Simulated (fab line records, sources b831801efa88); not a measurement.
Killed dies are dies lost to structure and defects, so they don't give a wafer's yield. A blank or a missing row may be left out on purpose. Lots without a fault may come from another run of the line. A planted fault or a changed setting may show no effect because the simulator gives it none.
Which tool did it? | flow sfq_line | 15 lots, 45 wafers sampled, at 4 steps of a route of 325

WHAT THE GAUGES READ, wafer by wafer
The record holds no reading of a measuring or inspecting step that can be judged against a usual standard deviation.

WHICH TOOL RAN EACH LOT (tool, then ch and the chambers of the sampled wafers, then the start)
lot  | SFQ_TRILAYER_I2_DEP_PECVD_063   | SFQ_TRILAYER_R5_ETCH_METAL_ETCH_139 | SFQ_TRILAYER_M6_LITHO_PEB_162     | SFQ_TRILAYER_M7_STRIP_STRIP_181
L842 | pecvd-04 ch 0,2, day 30 02:51   | rie_metal-02 ch 0,1, day 57 07:59   | litho_track-04 ch 0, day 66 14:07 | rie_metal-01 ch 0,1, day 74 02:40
L843 | pecvd-03 ch 0,2, day 30 08:43   | rie_metal-01 ch 0,1, day 57 09:13   | litho_track-04 ch 0, day 66 16:33 | rie_metal-03 ch 0,1, day 74 08:56
L846 | pecvd-03 ch 0,1,2, day 32 17:09 | rie_metal-04 ch 0,1, day 63 13:04   | litho_track-04 ch 0, day 68 14:50 | rie_metal-01 ch 0,1, day 77 01:52
L847 | pecvd-02 ch 0,2, day 32 18:20   | rie_metal-01 ch 0,1, day 63 15:26   | litho_track-01 ch 0, day 68 15:59 | rie_metal-02 ch 0,1, day 77 05:16
L848 | pecvd-04 ch 0,1, day 32 19:31   | rie_metal-04 ch 0,1, day 63 17:50   | litho_track-04 ch 0, day 68 18:22 | rie_metal-01 ch 0,1, day 77 10:04
L849 | pecvd-03 ch 0,2, day 33 08:50   | rie_metal-02 ch 0,1, day 63 22:38   | litho_track-02 ch 0, day 68 21:58 | rie_metal-01 ch 0,1, day 78 00:28
L851 | pecvd-02 ch 0,2, day 34 11:14   | rie_metal-01 ch 0,1, day 64 04:40   | litho_track-02 ch 0, day 69 02:49 | rie_metal-01 ch 0,1, day 78 17:27
L855 | pecvd-02 ch 0,2, day 35 16:02   | rie_metal-04 ch 0,1, day 64 21:34   | litho_track-01, day 70 04:08      | rie_metal-02 ch 0,1, day 80 04:03
L856 | pecvd-04 ch 1,2, day 35 18:12   | rie_metal-01 ch 0,1, day 64 23:58   | litho_track-04, day 70 05:19      | rie_metal-01 ch 0,1, day 80 07:39
L857 | pecvd-03 ch 1,2, day 35 18:26   | rie_metal-04 ch 0,1, day 65 01:11   | litho_track-01, day 70 06:34      | rie_metal-02 ch 0,1, day 80 10:15
L858 | pecvd-04 ch 1,2, day 35 22:10   | rie_metal-02 ch 1, day 65 03:34     | litho_track-02 ch 0, day 70 07:44 | rie_metal-01 ch 0,1, day 80 11:15
L859 | pecvd-02 ch 0,1,2, day 35 23:24 | rie_metal-01 ch 0,1, day 65 05:59   | litho_track-02 ch 0, day 70 10:11 | rie_metal-03 ch 0,1, day 80 18:46
L861 | pecvd-02 ch 0,1, day 36 05:07   | rie_metal-04 ch 0,1, day 65 22:46   | litho_track-02 ch 0, day 70 20:56 | rie_metal-01 ch 0,1, day 81 02:58
L863 | pecvd-02 ch 0,1,2, day 42 15:46 | rie_metal-04 ch 0,1, day 66 03:35   | litho_track-02 ch 0, day 73 10:19 | rie_metal-03 ch 0,1, day 82 14:37
L864 | pecvd-03 ch 0,1, day 43 00:16   | rie_metal-02 ch 0,1, day 66 04:46   | litho_track-02 ch 0, day 73 12:38 | rie_metal-03 ch 0,1, day 82 18:01
- SFQ_TRILAYER_I2_DEP_PECVD_063: deposits SiO2 from SiH4/N2O, time 111.11 s, target thk 500 nm.
- SFQ_TRILAYER_R5_ETCH_METAL_ETCH_139: etches the open film in Cl2, stops on SiO2, target depth 60 nm, time 40 s.
- SFQ_TRILAYER_M6_LITHO_PEB_162: peb time 60 s.
- SFQ_TRILAYER_M7_STRIP_STRIP_181: strips in O2.

WHAT THE TOOLS THEMSELVES READ (means of the sampled wafers that have a number; where no wafer has one, the mark that the record gives instead)
SFQ_TRILAYER_I2_DEP_PECVD_063. Usual: chamber_pressure_Torr 2.401 Torr, standard deviation 0.0052; heater_power_w 90 W, standard deviation 17; susceptor_temp_C 150.00 C, standard deviation 0.15; throttle_valve_pct 24.4 %, standard deviation 1.6.
lot  | tool     | chamber_pressure_Torr (Torr) | heater_power_w (W) | susceptor_temp_C (C) | throttle_valve_pct (%) | flag
L842 | pecvd-04 | 2.401                        | 99                 | 149.91               | 25.4                   |
L843 | pecvd-03 | 2.401                        | 87                 | 150.03               | 22.4                   |
L846 | pecvd-03 | 2.399                        | 89                 | 149.98               | 22.5                   |
L847 | pecvd-02 | 2.402                        | 97                 | 149.99               | 24.5                   |
L848 | pecvd-04 | 2.403                        | 75                 | 150.07               | 25.3                   |
L849 | pecvd-03 | 2.405                        | 100                | 149.94               | 22.6                   |
L851 | pecvd-02 | 2.399                        | 99                 | 150.12               | 24.6                   |
L855 | pecvd-02 | 2.391                        | 92                 | 149.83               | 24.5                   |
L856 | pecvd-04 | 2.400                        | 97                 | 150.04               | 26.4                   |
L857 | pecvd-03 | 2.403                        | 91                 | 150.04               | 22.9                   |
L858 | pecvd-04 | 2.404                        | 75                 | 150.12               | 26.7                   |
L859 | pecvd-02 | 2.403                        | 101                | 149.92               | 25.2                   |
L861 | pecvd-02 | 2.399                        | 93                 | 149.91               | 25.9                   |
L863 | pecvd-02 | 2.403                        | 93                 | 150.05               | 22.2                   |
L864 | pecvd-03 | 2.400                        | 68                 | 150.06               | 23.4                   |

SFQ_TRILAYER_R5_ETCH_METAL_ETCH_139. Usual: chamber_pressure_mTorr 10.000 mTorr, standard deviation 0.011; drypump_motor_current_A 5.9 A, standard deviation 0.45; oes_product_au 0.985 a.u., standard deviation 0.006.
lot  | tool         | chamber_pressure_mTorr (mTorr) | drypump_motor_current_A (A) | oes_product_au (a.u.) | flag
L842 | rie_metal-02 | 10.009                         | 5.8                         | 0.982                 |
L843 | rie_metal-01 | 10.000                         | 6.1                         | 0.987                 |
L846 | rie_metal-04 | 10.003                         | 5.6                         | 0.980                 |
L847 | rie_metal-01 | 9.997                          | 6.0                         | 0.987                 |
L848 | rie_metal-04 | 10.002                         | 5.6                         | 0.990                 |
L849 | rie_metal-02 | 10.000                         | 6.3                         | 0.986                 |
L851 | rie_metal-01 | 9.996                          | 6.1                         | 0.987                 |
L855 | rie_metal-04 | 9.994                          | 5.6                         | 0.978                 |
L856 | rie_metal-01 | 9.998                          | 6.0                         | 0.987                 |
L857 | rie_metal-04 | 10.009                         | 5.7                         | 0.988                 |
L858 | rie_metal-02 | 10.003                         | 5.4                         | 0.978                 |
L859 | rie_metal-01 | 10.003                         | 6.1                         | 0.994                 |
L861 | rie_metal-04 | 10.004                         | 5.6                         | 0.985                 |
L863 | rie_metal-04 | 10.001                         | 5.6                         | 0.985                 |
L864 | rie_metal-02 | 10.007                         | 5.8                         | 0.985                 |

SFQ_TRILAYER_M6_LITHO_PEB_162. Usual: chill_plate_temp_C 23.02 C, standard deviation 0.11; exhaust_pa 44.9 Pa, standard deviation 0.93; plate_temp_C 115.04 C, standard deviation 0.12.
lot  | tool           | chill_plate_temp_C (C) | exhaust_pa (Pa) | plate_temp_C (C) | flag
L842 | litho_track-04 | 23.03                  | 44.7            | 115.00           |
L843 | litho_track-04 | 23.01                  | 44.3            | 115.11           |
L846 | litho_track-04 | 22.97                  | 45.0            | 115.06           |
L847 | litho_track-01 | 23.15                  | 44.6            | 114.91           |
L848 | litho_track-04 | 22.97                  | 45.5            | 115.07           |
L849 | litho_track-02 | 22.91                  | 44.6            | 114.90           |
L851 | litho_track-02 | 22.94                  | 44.8            | 115.03           |
L855 | litho_track-01 | -                      | -               | -                | OFF
L856 | litho_track-04 | -                      | -               | -                | OFF
L857 | litho_track-01 | -                      | -               | -                | OFF
L858 | litho_track-02 | 22.88                  | 46.3            | 114.96           |
L859 | litho_track-02 | 23.09                  | 45.2            | 115.19           |
L861 | litho_track-02 | 23.04                  | 44.5            | 115.13           |
L863 | litho_track-02 | 23.00                  | 44.1            | 115.06           |
L864 | litho_track-02 | 23.00                  | 46.3            | 114.99           |

SFQ_TRILAYER_M7_STRIP_STRIP_181. Usual: chamber_pressure_mTorr 50.00 mTorr, standard deviation 0.048; drypump_motor_current_A 5.9 A, standard deviation 0.46; oes_product_au 0.997 a.u., standard deviation 0.0084.
lot  | tool         | chamber_pressure_mTorr (mTorr) | drypump_motor_current_A (A) | oes_product_au (a.u.) | flag
L842 | rie_metal-01 | 49.99                          | 6.1                         | 0.994                 |
L843 | rie_metal-03 | 49.99                          | 5.4                         | 1.003                 |
L846 | rie_metal-01 | 50.07                          | 6.0                         | 0.994                 |
L847 | rie_metal-02 | 49.97                          | 6.3                         | 0.999                 |
L848 | rie_metal-01 | 50.03                          | 6.1                         | 0.993                 |
L849 | rie_metal-01 | 49.99                          | 6.0                         | 0.994                 |
L851 | rie_metal-01 | 49.97                          | 6.1                         | 0.990                 |
L855 | rie_metal-02 | 50.02                          | 5.8                         | 0.994                 |
L856 | rie_metal-01 | 50.00                          | 6.1                         | 0.995                 |
L857 | rie_metal-02 | 50.06                          | 5.8                         | 0.994                 |
L858 | rie_metal-01 | 50.04                          | 6.1                         | 0.994                 |
L859 | rie_metal-03 | 49.98                          | 5.7                         | 1.008                 |
L861 | rie_metal-01 | 49.99                          | 6.1                         | 0.991                 |
L863 | rie_metal-03 | 50.01                          | 5.7                         | 0.997                 |
L864 | rie_metal-03 | 50.00                          | 5.5                         | 0.988                 |

THE ANSWER, worked out from the rows above alone
Rule: a lot is off if the mean of its wafers that have a number lies more than 3 standard deviations from the usual mean. A lot without any number at a reading at which 4 lots or more have one is off too. The other lots that the step has rows for count as sound. The gauges are gone through in route order, then the tools' own readings, and for those a lot's mean is taken as printed above. The first step at which some lot is off is used, and at that step the reading that is off furthest; a lot without a number counts as furthest.
Off: L855, L856, L857, at SFQ_TRILAYER_M6_LITHO_PEB_162 (chill_plate_temp_C). Without a number there: L855, L856, L857.
A tool fits if, at that step or a process step before it, it ran every lot that is off, and no sound lot after the first of them. None of those tried fits.

WHAT THE SIMULATOR HAD PUT IN
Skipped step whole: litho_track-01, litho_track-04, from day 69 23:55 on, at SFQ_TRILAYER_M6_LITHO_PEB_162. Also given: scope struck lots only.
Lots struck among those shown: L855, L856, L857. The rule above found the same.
